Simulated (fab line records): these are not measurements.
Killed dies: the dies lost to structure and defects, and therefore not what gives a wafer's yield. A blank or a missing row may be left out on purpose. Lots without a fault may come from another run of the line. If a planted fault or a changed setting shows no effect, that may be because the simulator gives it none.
fab line records + flow sky130
[record]
- lots = 6
- wafers = 18
- lastDay = 51
route steps=708 shown LDD_N@245 LDD_P@255 PAD_OPEN@708
lots untouched by any fault: they come from a run of this same line in which no faults occurred
startH: the number of hours between the record's first day and the start of the first shown wafer of the lot + waitH: time in hours since the lot's previous step + " same as the row above + L1.1+2: a row that stands for several wafers + - either no value or no given start + * or withheld: withheld + < > ~ a bound
route shown NAME@n: names a module that has steps shown in the file, with the first one's number in the route + usual: mean/standard deviation of fault-free wafers + same: alike in all rows + chamber/n: place in a boat + sites: the reading at each site + _std_site: standard deviation across them + _edge_site: the outer-site mean with the inner-site mean subtracted + radiusMm: how far each site lies from the wafer's centre + mask NAME#n: copy n + behind: the tool/chamber that last shaped the wafer + hold: the reason the lot was held/the length of the hold in hours/how it ended + device: whichever transistor did not switch (one of n, p or np) + end of line: at the end of the route, the tests of the same wafers + step lacking rows: just its recipe + killed: count of dies lost to structure and defects at first sort (not the wafer's yield) + map: per-die view of a wafer (x killed, . not killed, _ where there is no die)
set.NAME: setting as actually run; set.NAME@STEP: the setting as run at that earlier step + model.NAME: the simulator's own value behind a step, which no gauge read
lots seen at some steps along the route; tables by step, rows by wafer
services: when a tool's chamber went out of use (startH, in hours from the record's first day, below 0 if earlier), for how many hours, and the reason
[[steps]]
[step SKY_LDD_N_IMPLANT_08]
[recipe]
- species = As
- energyKev = 20
- doseCm2 = 7.5e+13
- tiltDeg = withheld
- rotationDeg = 23
[step SKY_LDD_N_IMPLANT_09]
[recipe]
- species = As
- energyKev = 20
- doseCm2 = 7.5e+13
- tiltDeg = withheld
- rotationDeg = 113
[step SKY_LDD_N_IMPLANT_10]
[recipe]
- species = As
- energyKev = 20
- doseCm2 = 7.5e+13
- tiltDeg = withheld
- rotationDeg = 203
[step SKY_LDD_N_IMPLANT_11]
[recipe]
- species = As
- energyKev = 20
- doseCm2 = 7.5e+13
- tiltDeg = withheld
- rotationDeg = 293
[step SKY_LDD_N_IMPLANT_12]
[recipe]
- species = BF2
- energyKev = 50
- doseCm2 = 5e+12
- tiltDeg = 30
- rotationDeg = 0
[step SKY_LDD_N_IMPLANT_13]
[recipe]
- species = BF2
- energyKev = 50
- doseCm2 = 5e+12
- tiltDeg = 30
- rotationDeg = 90
[step SKY_LDD_N_IMPLANT_14]
[recipe]
- species = BF2
- energyKev = 50
- doseCm2 = 5e+12
- tiltDeg = 30
- rotationDeg = 180
[step SKY_LDD_N_IMPLANT_15]
[recipe]
- species = BF2
- energyKev = 50
- doseCm2 = 5e+12
- tiltDeg = 30
- rotationDeg = 270
[step SKY_LDD_N_STRIP_16]
[recipe]
- chemistry = O2/N2
- powerW = 1400
- pressureMtorr = 1500
- platenTempC = withheld
- o2FlowSccm = 3000
- n2FlowSccm = 300
- overashFraction = 0.5
[usual]
- drypumpMotorCurrentA = 6.0/0.47
- oesProductAu = 0.407/0.0047
- stripTimeToEndpointS = 4.315/0.015
| lot.wafer | tool           | chamber | startH | waitH | drypumpMotorCurrentA | oesProductAu | rfHoursCounterH | stripTimeToEndpointS |
|-----------|----------------|---------|--------|-------|----------------------|--------------|-----------------|----------------------|
| L676.1    | plasmaAsher-01 | 1       | 487.27 | 0.1   | 6.4                  | 0.409        | 38              | 4.307                |
| L676.2    | "              | 0       | "      | "     | 6.4                  | 0.417        | 38              | 4.307                |
| L676.4    | "              | 0       | "      | "     | 6.4                  | 0.398        | -               | 4.304                |
| L677.2    | plasmaAsher-04 | 0       | 487.48 | 0.1   | 5.5                  | 0.405        | 81              | 4.310                |
| L677.5    | "              | 1       | "      | "     | 5.7                  | 0.415        | -               | 4.311                |
| L677.6    | "              | 0       | "      | "     | 5.5                  | 0.402        | -               | 4.303                |
| L687.2    | plasmaAsher-03 | 0       | 600.94 | 0.1   | 5.3                  | 0.405        | 75              | 4.301                |
| L687.3    | "              | 1       | "      | "     | 6.4                  | 0.401        | -               | 4.312                |
| L687.4    | "              | 0       | "      | "     | 5.3                  | 0.410        | -               | 4.322                |
| L690.3    | plasmaAsher-03 | 1       | 602.16 | 0.1   | 6.4                  | 0.402        | -               | 4.304                |
| L690.4    | "              | 0       | "      | "     | 5.4                  | 0.404        | -               | 4.276                |
| L690.6    | "              | 0       | "      | "     | 5.3                  | 0.398        | -               | 4.320                |
| L689.1    | plasmaAsher-04 | 1       | 603.02 | 0.1   | 5.7                  | 0.407        | 92              | 4.318                |
| L689.3    | "              | 1       | "      | "     | 5.6                  | 0.405        | -               | 4.335                |
| L689.5    | "              | 1       | "      | "     | 5.6                  | 0.412        | -               | 4.351                |
| L691.1    | plasmaAsher-03 | 0       | 609.23 | 0.1   | 5.3                  | 0.405        | 76              | 4.345                |
| L691.2    | "              | 1       | "      | "     | 6.4                  | 0.404        | 76              | 4.332                |
| L691.3    | "              | 1       | "      | "     | 6.4                  | 0.400        | -               | 4.338                |
[step SKY_LDD_N_TW_MEAS_17]
[usual]
- LDD_N_TW = 2583/27
| lot.wafer | tool         | chamber | startH | waitH | LDD_N_TW |
|-----------|--------------|---------|--------|-------|----------|
| L676.1    | filmMetro-02 | -       | 487.37 | 0.1   | 2593     |
| L676.2    | "            | -       | "      | "     | 2606     |
| L676.4    | "            | -       | "      | "     | 2594     |
| L677.2    | filmMetro-01 | -       | 487.59 | 0.1   | 2564     |
| L677.5    | "            | -       | "      | "     | 2549     |
| L677.6    | "            | -       | "      | "     | 2554     |
| L687.2    | filmMetro-01 | -       | 601.05 | 0.1   | 2557     |
| L687.3    | "            | -       | "      | "     | 2555     |
| L687.4    | "            | -       | "      | "     | 2556     |
| L690.3    | filmMetro-02 | -       | 602.24 | 0.1   | 2614     |
| L690.4    | "            | -       | "      | "     | 2628     |
| L690.6    | "            | -       | "      | "     | 2612     |
| L689.1    | filmMetro-01 | -       | 603.12 | 0.1   | 2565     |
| L689.3    | "            | -       | "      | "     | 2536     |
| L689.5    | "            | -       | "      | "     | 2548     |
| L691.1    | filmMetro-01 | -       | 609.33 | 0.1   | 2551     |
| L691.2    | "            | -       | "      | "     | 2547     |
| L691.3    | "            | -       | "      | "     | 2557     |
[step SKY_LDD_P_DEHYDRATE_00]
[recipe]
- tempC = 200
- timeS = 60
[step SKY_LDD_P_HMDS_01]
[recipe]
- primeTimeS = 60
- primeTempC = 120
[step SKY_LDD_P_COAT_02]
[recipe]
- resist = NOVOLAK
- spinRpm = 3000
- resistThkNm = 1140
[usual]
- spinSpeedRpm = 3000.1/1.8
| lot.wafer | tool          | chamber | startH | waitH | spinSpeedRpm | model.NOVOLAK_of_LDD_P_COAT_02.thkNm |
|-----------|---------------|---------|--------|-------|--------------|--------------------------------------|
| L676.1    | lithoTrack-03 | 0       | 502.27 | 0.1   | 3001.6       | 1142                                 |
| L676.2    | "             | 0       | "      | "     | 3002.9       | 1138                                 |
| L676.4    | "             | 0       | "      | "     | 3000.0       | 1137                                 |
| L677.2    | lithoTrack-01 | 0       | 502.86 | 0.1   | 3001.0       | 1139                                 |
| L677.5    | "             | 0       | "      | "     | 3000.9       | 1139                                 |
| L677.6    | "             | 0       | "      | "     | 3002.6       | 1136                                 |
| L687.2    | lithoTrack-01 | 0       | 615.66 | 0.1   | 3066.5       | 1125                                 |
| L687.3    | "             | 0       | "      | "     | 3067.6       | 1126                                 |
| L687.4    | "             | 0       | "      | "     | 3065.1       | 1126                                 |
| L690.3    | lithoTrack-02 | 0       | 617.10 | 0.1   | 3000.1       | 1144                                 |
| L690.4    | "             | 0       | "      | "     | 2999.2       | 1145                                 |
| L690.6    | "             | 0       | "      | "     | 2998.6       | 1142                                 |
| L689.1    | lithoTrack-01 | 0       | 617.74 | 0.1   | 3066.3       | 1127                                 |
| L689.3    | "             | 0       | "      | "     | 3063.5       | 1125                                 |
| L689.5    | "             | 0       | "      | "     | 3063.0       | 1123                                 |
| L691.1    | lithoTrack-02 | 0       | 624.05 | 0.1   | 2997.1       | 1142                                 |
| L691.2    | "             | 0       | "      | "     | 3001.2       | 1138                                 |
| L691.3    | "             | 0       | "      | "     | 3002.0       | 1138                                 |
[step SKY_LDD_P_SOFTBAKE_03]
[recipe]
- tempC = 90
- timeS = 60
- resist = NOVOLAK
[step SKY_LDD_P_EXPOSE_04]
[recipe]
- maskId = PSDM
- na = 0.6
- sourceShape = conventional
- sigmaOuter = 0.6
- polarization = unpolarized
- targetCdNm = 380
- doseMj = 138
[step SKY_LDD_P_PEB_05]
[recipe]
- tempC = withheld
- timeS = *
- resist = NOVOLAK
[step SKY_LDD_P_DEVELOP_06]
[recipe]
- resist = NOVOLAK
- developer = TMAH
- developTimeS = 60
- devTempC = 23
| lot.wafer | tool          | chamber | startH | waitH | model.NOVOLAK_of_LDD_P_COAT_02.thkNm |
|-----------|---------------|---------|--------|-------|--------------------------------------|
| L676.1    | lithoTrack-01 | 0       | 517.09 | 0.1   | 1141                                 |
| L676.2    | "             | 0       | "      | "     | 1137                                 |
| L676.4    | "             | 0       | "      | "     | 1136                                 |
| L677.2    | lithoTrack-03 | 0       | 517.20 | 0.1   | 1138                                 |
| L677.5    | "             | 0       | "      | "     | 1139                                 |
| L677.6    | "             | 0       | "      | "     | 1135                                 |
| L687.2    | lithoTrack-01 | 0       | 630.46 | 0.1   | 1125                                 |
| L687.3+4  | "             | 0       | "      | "     | 1126                                 |
| L690.3+4  | lithoTrack-03 | 0       | 632.12 | 0.1   | 1144                                 |
| L690.6    | "             | 0       | "      | "     | 1141                                 |
| L689.1    | lithoTrack-02 | 0       | 632.30 | 0.1   | 1127                                 |
| L689.3    | "             | 0       | "      | "     | 1124                                 |
| L689.5    | "             | 0       | "      | "     | 1122                                 |
| L691.1    | lithoTrack-01 | 0       | 638.64 | 0.1   | 1142                                 |
| L691.2+3  | "             | 0       | "      | "     | 1138                                 |
[step SKY_LDD_P_CD_MEAS_07]
[recipe]
- targetCdNm = 380
[usual]
- cdNm = 380.2/2.5
| lot.wafer | tool     | chamber | startH | waitH | cdNm  |
|-----------|----------|---------|--------|-------|-------|
| L676.1    | cdSem-01 | -       | 517.24 | 0.1   | 378.5 |
| L676.2    | "        | -       | "      | "     | 378.4 |
| L676.4    | "        | -       | "      | "     | 380.5 |
| L677.2    | cdSem-02 | -       | 517.34 | 0.1   | 380.4 |
| L677.5    | "        | -       | "      | "     | 379.2 |
| L677.6    | "        | -       | "      | "     | 377.9 |
| L687.2    | cdSem-02 | -       | 630.61 | 0.1   | 387.1 |
| L687.3    | "        | -       | "      | "     | 384.0 |
| L687.4    | "        | -       | "      | "     | 385.1 |
| L690.3    | cdSem-02 | -       | 632.26 | 0.1   | 378.9 |
| L690.4    | "        | -       | "      | "     | 380.9 |
| L690.6    | "        | -       | "      | "     | 378.5 |
| L689.1    | cdSem-02 | -       | 632.45 | 0.1   | 379.2 |
| L689.3    | "        | -       | "      | "     | 381.5 |
| L689.5    | "        | -       | "      | "     | 380.9 |
| L691.1    | cdSem-01 | -       | 638.79 | 0.1   | 379.2 |
| L691.2    | "        | -       | "      | "     | 379.1 |
| L691.3    | "        | -       | "      | "     | 378.5 |
[step SKY_LDD_P_OVL_MEAS_08]
[usual]
- LDD_P_OVL = -0.8/2.1
| lot.wafer | tool       | chamber | startH | waitH | LDD_P_OVL[nm] |
|-----------|------------|---------|--------|-------|---------------|
| L676.1    | overlay-01 | -       | 517.36 | 0.1   | -2.2          |
| L676.2    | "          | -       | "      | "     | -2.0          |
| L676.4    | "          | -       | "      | "     | -1.4          |
| L677.2    | overlay-02 | -       | 517.45 | 0.1   | -0.7          |
| L677.5    | "          | -       | "      | "     | -2.3          |
| L677.6    | "          | -       | "      | "     | -0.6          |
| L687.2    | overlay-02 | -       | 630.71 | 0.1   | -2.5          |
| L687.3    | "          | -       | "      | "     | -3.8          |
| L687.4    | "          | -       | "      | "     | -4.2          |
| L690.3    | overlay-02 | -       | 632.35 | 0.1   | -1.8          |
| L690.4    | "          | -       | "      | "     | -3.5          |
| L690.6    | "          | -       | "      | "     | -2.7          |
| L689.1    | overlay-01 | -       | 632.57 | 0.1   | -1.5          |
| L689.3    | "          | -       | "      | "     | -2.8          |
| L689.5    | "          | -       | "      | "     | -0.9          |
| L691.1    | overlay-02 | -       | 638.91 | 0.1   | -0.7          |
| L691.2    | "          | -       | "      | "     | 1.5           |
| L691.3    | "          | -       | "      | "     | 2.3           |
[step SKY_LDD_P_IMPLANT_09]
[recipe]
- species = BF2
- energyKev = 25
- doseCm2 = 1e+13
- tiltDeg = withheld
[step SKY_LDD_P_STRIP_10]
[recipe]
- chemistry = O2/N2
- powerW = 1400
- pressureMtorr = 1500
- platenTempC = withheld
- o2FlowSccm = 3000
- n2FlowSccm = 300
- overashFraction = 0.5
[usual]
- drypumpMotorCurrentA = 5.6/0.33
- oesProductAu = 0.716/0.0047
- stripTimeToEndpointS = 14.17/0.035
| lot.wafer | tool           | chamber | startH | waitH | drypumpMotorCurrentA | oesProductAu | rfHoursCounterH | stripTimeToEndpointS |
|-----------|----------------|---------|--------|-------|----------------------|--------------|-----------------|----------------------|
| L676.1    | plasmaAsher-02 | 0       | 517.54 | 0.1   | 5.4                  | 0.721        | 8               | 14.19                |
| L676.2    | "              | 1       | "      | "     | 5.4                  | 0.721        | 8               | 14.16                |
| L676.4    | "              | 0       | "      | "     | 5.4                  | 0.720        | -               | 14.14                |
| L677.2    | plasmaAsher-03 | 0       | 517.63 | 0.1   | 5.3                  | 0.724        | 66              | 14.16                |
| L677.5    | "              | 0       | "      | "     | 5.3                  | 0.714        | -               | 14.17                |
| L677.6    | "              | 1       | "      | "     | 6.4                  | 0.718        | -               | 14.12                |
| L687.2    | plasmaAsher-02 | 0       | 630.89 | 0.1   | 5.4                  | 0.710        | 19              | 14.00                |
| L687.3    | "              | 0       | "      | "     | 5.4                  | 0.712        | -               | 14.02                |
| L687.4    | "              | 1       | "      | "     | 5.4                  | 0.720        | -               | 14.02                |
| L690.3    | plasmaAsher-03 | 1       | 632.56 | 0.1   | 6.4                  | 0.712        | -               | 14.23                |
| L690.4    | "              | 0       | "      | "     | 5.4                  | 0.714        | -               | 14.22                |
| L690.6    | "              | 1       | "      | "     | 6.4                  | 0.714        | -               | 14.17                |
| L689.1    | plasmaAsher-04 | 1       | 632.75 | 0.1   | 5.6                  | 0.716        | 95              | 14.02                |
| L689.3    | "              | 1       | "      | "     | 5.6                  | 0.723        | -               | 13.98                |
| L689.5    | "              | 1       | "      | "     | 5.6                  | 0.714        | -               | 13.98                |
| L691.1    | plasmaAsher-04 | 0       | 639.09 | 0.1   | 5.5                  | 0.714        | 95              | 14.19                |
| L691.2    | "              | 1       | "      | "     | 5.6                  | 0.713        | 95              | 14.14                |
| L691.3    | "              | 1       | "      | "     | 5.6                  | 0.717        | -               | 14.17                |
[step SKY_LDD_P_TW_MEAS_11]
[usual]
- LDD_P_TW = 633/7.7
| lot.wafer | tool         | chamber | startH | waitH | LDD_P_TW |
|-----------|--------------|---------|--------|-------|----------|
| L676.1    | filmMetro-01 | -       | 517.64 | 0.1   | 629      |
| L676.2    | "            | -       | "      | "     | 627      |
| L676.4    | "            | -       | "      | "     | 628      |
| L677.2    | filmMetro-03 | -       | 517.74 | 0.1   | 638      |
| L677.5    | "            | -       | "      | "     | 638      |
| L677.6    | "            | -       | "      | "     | 641      |
| L687.2    | filmMetro-03 | -       | 631.00 | 0.1   | 639      |
| L687.3    | "            | -       | "      | "     | 640      |
| L687.4    | "            | -       | "      | "     | 635      |
| L690.3    | filmMetro-01 | -       | 632.65 | 0.1   | 618      |
| L690.4    | "            | -       | "      | "     | 619      |
| L690.6    | "            | -       | "      | "     | 617      |
| L689.1    | filmMetro-04 | -       | 632.85 | 0.1   | 644      |
| L689.3    | "            | -       | "      | "     | 645      |
| L689.5    | "            | -       | "      | "     | 643      |
| L691.1    | filmMetro-03 | -       | 639.19 | 0.1   | 638      |
| L691.2    | "            | -       | "      | "     | 637      |
| L691.3    | "            | -       | "      | "     | 638      |
[step SKY_PAD_OPEN_PROBE_99]
[usual]
- killed_at_M0_to_M3 = 43/6.6
- killed_at_M4_up = 3.1/1.9
- killedAtContacts = 24/5.2
- killedAtFrontEnd = 16/4.5
- killedAtOther = 0.4/0.62
- killedDies = 87/9
- killedOpen = 48/7
- killedShort = 39/6.2
[same]
- grossDies = 492
- killedAtBackSide = 0
| lot.wafer | tool      | chamber | startH  | waitH | killed_at_M0_to_M3 | killed_at_M4_up | killedAtContacts | killedAtFrontEnd | killedAtOther | killedDies | killedOpen | killedShort |
|-----------|-----------|---------|---------|-------|--------------------|-----------------|------------------|------------------|---------------|------------|------------|-------------|
| L677.2    | prober-01 | -       | 1143.21 | 0.1   | 47                 | 4               | 23               | 17               | 0             | 91         | 52         | 39          |
| L677.5    | prober-01 | -       | 1143.36 | 0.2   | 45                 | 1               | 26               | 24               | 1             | 97         | 53         | 43          |
| L677.6    | prober-01 | -       | 1143.41 | 0.2   | 37                 | 5               | 26               | 25               | 1             | 94         | 53         | 41          |
| L687.2    | prober-01 | -       | 1207.18 | 0.1   | 31                 | 4               | 18               | 12               | 1             | 66         | 35         | 31          |
| L687.3    | prober-01 | -       | 1207.23 | 0.2   | 37                 | 1               | 11               | 14               | 0             | 63         | 37         | 24          |
| L687.4    | prober-01 | -       | 1207.28 | 0.2   | 54                 | 6               | 20               | 10               | 0             | 90         | 41         | 48          |
// killed by level:class
L677.2 VIA1:geometricParticle:open=12 CONTACT:geometricParticle:open=7 VIA2:geometricParticle:open=7 FIELD_ISO:geometricParticle:short=6 FIELD_ISO:geometricParticle:open=5 LI_CONTACT:geometricParticle:open=5 VIA2:geometricParticle:short=5 METAL2:geometricParticle:short=5
L677.5 FIELD_ISO:geometricParticle:open=8 VIA1:geometricParticle:open=8 LI_CONTACT:geometricParticle:open=7 CONTACT:geometricParticle:open=7 VIA2:geometricParticle:open=7 LOCAL_INTERCONNECT:geometricParticle:short=6 CONTACT:geometricParticle:short=6 VIA3:geometricParticle:open=5
L677.6 CONTACT:geometricParticle:open=10 VIA1:geometricParticle:open=9 LI_CONTACT:geometricParticle:open=9 FIELD_ISO:geometricParticle:open=8 POLY_GATE:geometricParticle:short=5 POLY_GATE:geometricParticle:open=5 CONTACT:geometricParticle:short=5 METAL2:geometricParticle:short=5
L687.2 VIA1:geometricParticle:open=8 VIA2:geometricParticle:open=7 CONTACT:geometricParticle:open=6 METAL2:geometricParticle:short=5 LI_CONTACT:geometricParticle:open=4 POLY_GATE:geometricParticle:short=3 LOCAL_INTERCONNECT:geometricParticle:short=3 VIA1:geometricParticle:short=3
L687.3 VIA1:geometricParticle:open=8 VIA1:geometricParticle:short=6 VIA3:geometricParticle:open=6 VIA2:geometricParticle:open=5 POLY_GATE:geometricParticle:short=4 LI_CONTACT:geometricParticle:open=4 CONTACT:geometricParticle:open=4 METAL2:geometricParticle:short=4
L687.4 METAL2:geometricParticle:short=11 LI_CONTACT:geometricParticle:open=7 CONTACT:geometricParticle:open=7 VIA1:geometricParticle:short=7 VIA1:geometricParticle:open=7 VIA2:geometricParticle:open=6 METAL4:geometricParticle:short=5 METAL3:geometricParticle:short=5
[[services]]
| tool           | chamber | startH | hours | kind                     |
|----------------|---------|--------|-------|--------------------------|
| plasmaAsher-01 | -       | 499.69 | 2.2   | repair                   |
| plasmaAsher-04 | -       | 508.81 | 2.3   | repair                   |
| lithoTrack-01  | -       | 535.11 | -     | consumableReplace:filter |
| plasmaAsher-01 | -       | 568.57 | 0.5   | repair                   |
| plasmaAsher-04 | -       | 585.79 | 2.8   | pm                       |
| plasmaAsher-01 | -       | 638.94 | 0.8   | repair                   |
[[key]]
[firstSign]
- step = SKY_LDD_P_COAT_02
- reading = spinSpeedRpm
- direction = up
- sigmas = 36
- usual = 3000.1
- struck = 3065.3
[effect]
- step = SKY_LDD_P_STRIP_10
- reading = stripTimeToEndpointS
- direction = down
- sigmas = 4.9
- usual = *
- struck = *
[modelEffect]
- step = SKY_LDD_P_COAT_02
- value = NOVOLAK_of_LDD_P_COAT_02.thkNm
- without = 1138
- struck = 1125
[modelEffect]
- step = SKY_LDD_P_DEVELOP_06
- value = NOVOLAK_of_LDD_P_COAT_02.thkNm
- without = 1138
- struck = 1125
metAt SKY_LDD_P_COAT_02
struckWafers L687.2,L687.3,L687.4,L689.1,L689.3,L689.5
testerLeftOut L687,L689
onsetBetween 502.86 615.66
[fault]
- kind = processParameterDrift
- tool = lithoTrack-01
- chamber = -
- onsetH = 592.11
- steps = SKY_LDD_P_COAT_02
- channel = spinRpm
- offset = 67.354
- shape = step
- endH = 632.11
- actsIn = theseRecipesOnly
- stated = 3000
// testerLeftOut: of these lots the tester's yield and bins aren't shown, on N5 and GAA mostly nor the transistor test; their killed dies are dies lost to structure and defects alone, not to doping, threshold or leakage, so they don't give the yield
